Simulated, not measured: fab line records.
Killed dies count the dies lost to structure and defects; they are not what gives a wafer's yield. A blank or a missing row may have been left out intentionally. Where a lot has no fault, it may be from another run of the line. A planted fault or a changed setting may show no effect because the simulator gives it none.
What tool caused it? ; flow gf180mcu ; Sampling: 12 lots, 36 wafers, 5 of 602 route steps

WHAT EACH GAUGE READ, for each wafer
GF_M2_THK_MEAS_06: measures by xrf. Usual: M2_ALCU_THK typically reads 451 nm, with standard deviation 5.9.
lot;measured;on;M2_ALCU_THK (nm);flag
L315;day 18 21:41;film_metro-03;444 452 455;
L316;day 19 16:03;film_metro-01;464 458 468;
L317;day 20 06:41;film_metro-01;453 449 453;
L319;day 20 10:52;film_metro-04;454 452 451;
L322;day 21 22:06;film_metro-01;458 462 460;
L324;day 22 13:49;film_metro-01;444 451 453;
L325;day 22 21:05;film_metro-03;450 450 451;
L326;day 23 06:02;film_metro-04;450 453 451;
L328;day 23 16:04;film_metro-04;444 450 442;
L329;day 24 05:01;film_metro-03;452 449 455;
L330;day 24 09:50;film_metro-04;449 453 458;
L336;day 26 12:46;film_metro-03;448 453 446;

GF_V2_THK_MEAS_03. Usual: V2_CVD_02_THK typically reads 850 nm, with standard deviation 12.
lot;measured;on;V2_CVD_02_THK (nm);flag
L315;day 19 23:58;film_metro-02;832 844 858;
L316;day 20 17:58;film_metro-02;851 833 846;
L317;day 21 07:53;film_metro-04;833 859 859;
L319;day 21 11:59;film_metro-02;834 859 858;
L322;day 22 22:13;film_metro-02;843 826 859;
L324;day 23 13:56;film_metro-02;833 841 854;
L325;day 23 20:44;film_metro-02;849 850 856;
L326;day 24 05:39;film_metro-03;837 844 842;
L328;day 24 15:41;film_metro-04;830 848 850;
L329;day 25 04:01;film_metro-04;865 876 874;
L330;day 25 08:32;film_metro-03;858 854 845;
L336;day 27 11:38;film_metro-04;822 853 845;

GF_M3_RS_MEAS_05: measurement is done with a four-point probe. Usual: M3_ALCU_RS typically reads 0.0700 ohm/sq, with standard deviation 0.00095.
lot;measured;on;M3_ALCU_RS (ohm/sq);flag
L315;day 21 02:43;film_metro-01;0.0695 0.0706 0.0705;
L316;day 21 20:14;film_metro-01;0.0719 0.0716 0.0704;
L317;day 22 09:32;film_metro-03;0.0698 0.0691 0.0693;
L319;day 22 13:53;film_metro-03;0.0696 0.0707 0.0707;
L322;day 23 23:01;film_metro-01;0.0705 0.0706 0.0706;
L324;day 24 15:07;film_metro-02;0.0719 0.0716 0.0714;
L325;day 24 21:11;film_metro-02;0.0711 0.0696 0.0704;
L326;day 25 06:08;film_metro-03;0.0688 0.0685 0.0696;
L328;day 25 15:42;film_metro-01;0.0708 0.0707 0.0696;
L329;day 26 03:42;film_metro-01;0.0703 0.0703 0.0703 0.0703 0.0705 0.0704;
L330;day 26 08:28;film_metro-02;0.0697 0.0697 0.0689 0.0699 0.0696 0.0688;
L336;day 28 10:34;film_metro-02;0.0697 0.0690 0.0702;

TOOL THAT RAN EACH LOT (tool first, then ch and the chambers of the sampled wafers, then the start)
lot;GF_M2_SPUTTER_03;GF_M3_SPUTTER_00
L315;pvd_sputter-01, day 18 21:31;pvd_sputter-02, day 21 02:30
L316;pvd_sputter-02, day 19 15:52;pvd_sputter-01, day 21 20:01
L317;pvd_sputter-03, day 20 06:30;pvd_sputter-04, day 22 09:19
L319;pvd_sputter-03, day 20 10:40;pvd_sputter-02, day 22 13:35
L322;pvd_sputter-02, day 21 21:55;pvd_sputter-02, day 23 22:47
L324;pvd_sputter-01, day 22 13:38;pvd_sputter-02, day 24 14:53
L325;pvd_sputter-01, day 22 20:55;pvd_sputter-04, day 24 20:58
L326;pvd_sputter-03, day 23 05:52;pvd_sputter-01, day 25 05:52
L328;pvd_sputter-03, day 23 15:52;pvd_sputter-04, day 25 15:26
L329;pvd_sputter-01, day 24 04:50;pvd_sputter-02, day 26 03:28
L330;pvd_sputter-02, day 24 09:39;pvd_sputter-01, day 26 08:14
L336;pvd_sputter-02, day 26 12:35;pvd_sputter-01, day 28 10:19
- GF_M2_SPUTTER_03: material Ti, target thk 10 nm, time 6.7 s.
- GF_M3_SPUTTER_00: material Ti, target thk 37.5 nm, time 150 s.

WHAT THE TOOLS THEMSELVES READ (means of the sampled wafers that have a number; where no wafer has one, the mark that the record gives instead)
GF_M2_SPUTTER_03. Usual: cathode_dc_power_W 3000.0 W, standard deviation 0.54; chamber_pressure_pa 0.2999 Pa, standard deviation 0.0007; throttle_valve_pct 30.4 %, standard deviation 0.97.
lot;tool;cathode_dc_power_W (W);chamber_pressure_pa (Pa);throttle_valve_pct (%);flag
L315;pvd_sputter-01;3000.5;0.2997;30.2;
L316;pvd_sputter-02;3000.1;0.3000;29.9;
L317;pvd_sputter-03;2999.6;0.2995;30.1;
L319;pvd_sputter-03;3000.0;0.3003;30.6;
L322;pvd_sputter-02;2999.6;0.3003;30.7;
L324;pvd_sputter-01;2999.9;0.3001;30.4;
L325;pvd_sputter-01;3000.0;0.2996;30.2;
L326;pvd_sputter-03;3000.3;0.2995;30.7;
L328;pvd_sputter-03;3000.1;0.2995;30.2;
L329;pvd_sputter-01;2999.7;0.3004;30.9;
L330;pvd_sputter-02;3000.5;0.3001;29.9;
L336;pvd_sputter-02;3000.4;0.2999;30.7;

GF_M3_SPUTTER_00. Usual: cathode_dc_power_W 4000.0 W, standard deviation 0.73; chamber_pressure_pa 2.000 Pa, standard deviation 0.0037; throttle_valve_pct 30.2 %, standard deviation 1.1.
lot;tool;cathode_dc_power_W (W);chamber_pressure_pa (Pa);throttle_valve_pct (%);flag
L315;pvd_sputter-02;4000.0;2.002;30.0;
L316;pvd_sputter-01;4000.0;2.002;31.1;
L317;pvd_sputter-04;4001.0;1.998;28.8;
L319;pvd_sputter-02;4000.2;2.000;30.6;
L322;pvd_sputter-02;4000.0;2.001;30.6;
L324;pvd_sputter-02;3999.6;1.996;30.2;
L325;pvd_sputter-04;4000.7;2.005;29.3;
L326;pvd_sputter-01;4000.1;1.998;30.7;
L328;pvd_sputter-04;4000.1;1.999;29.3;
L329;pvd_sputter-02;-;-;-;OFF
L330;pvd_sputter-01;-;-;-;OFF
L336;pvd_sputter-01;3999.8;2.001;30.9;

THE ANSWER, worked out from the rows above alone
Rule: lot off if the mean of its wafers having a number is beyond 3 standard deviations from the usual mean. A lot without any number at a reading at which 4 lots or more have one is off too. All remaining lots with rows at the step are treated as sound. First the gauges in route order, then the tools' own readings, where a lot's mean is used as printed above. The first step at which some lot is off is used, and at that step the reading that is off furthest; a lot without a number counts as furthest.
Off: L329, L330, at GF_M3_SPUTTER_00 (cathode_dc_power_W). Without a number there: L329, L330.
A tool fits if, at that step or a process step before it, it ran every lot that is off, and no sound lot after the first of them. Not one of the candidates tried fits.

WHAT WAS PUT IN BY THE SIMULATOR
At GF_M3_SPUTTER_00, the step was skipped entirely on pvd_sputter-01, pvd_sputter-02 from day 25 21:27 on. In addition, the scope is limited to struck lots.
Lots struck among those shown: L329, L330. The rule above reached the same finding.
